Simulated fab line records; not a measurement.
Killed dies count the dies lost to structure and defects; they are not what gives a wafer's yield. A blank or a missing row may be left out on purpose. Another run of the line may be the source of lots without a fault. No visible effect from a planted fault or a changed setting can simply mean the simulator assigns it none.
What tool caused it? ; flow sky130 ; 18 wafers from 6 lots sampled at 2 of the route's 708 steps

== WHAT THE GAUGES READ, wafer by wafer ==
SKY_VIA4_RS_MEAS_19: measures by four-point-probe.
lot;measured;on;VIA4_W_RS (ohm/sq)
L788;day 43 05:53;film metro-02;0.2311 0.2307 0.2294
L794;day 45 01:05;film metro-01;0.2239 0.2244 0.2303
L799;day 46 06:48;film metro-01;0.2288 0.2303 0.2327
L805;day 47 16:15;film metro-01;0.2326 0.2325 0.2282
L807;day 48 11:19;film metro-01;0.2265 0.2249 0.2250
L810;day 48 20:49;film metro-01;0.2265 0.2303 0.2276

== WHICH TOOL RAN EACH LOT (tool, then ch and the chambers of the sampled wafers, then the start) ==
lot;SKY_VIA4_CVD_18
L788;cvd w-02 ch 0,1, day 43 05:44
L794;cvd w-01 ch 0,1, day 45 00:56
L799;cvd w-01 ch 0,1, day 46 06:40
L805;cvd w-02 ch 0,1, day 47 16:06
L807;cvd w-01 ch 1, day 48 11:10
L810;cvd w-01 ch 0,1, day 48 20:40
- SKY_VIA4_CVD_18: deposits W, target thk 505 nm, time 152.14 s.

== THE ANSWER, worked out from the rows above alone ==
Rule: the usual values come from the lots themselves. The widest of any qualifying gaps counts: lots, ordered by their means at a reading, are off when they make up no more than a third of the lots, leave a main group of 4 or more, and stand apart from it by 3 or more times the standard deviation of that group's means. A main group whose means are all the same, to the digits that the tables above print for the reading, isn't used. A lot without any number at a reading at which 4 lots or more have one is off too. Any other lot the step has rows for is counted as sound.
No lot is off on any of the readings shown, so nothing can be concluded from this.

== WHAT WAS PUT IN BY THE SIMULATOR ==
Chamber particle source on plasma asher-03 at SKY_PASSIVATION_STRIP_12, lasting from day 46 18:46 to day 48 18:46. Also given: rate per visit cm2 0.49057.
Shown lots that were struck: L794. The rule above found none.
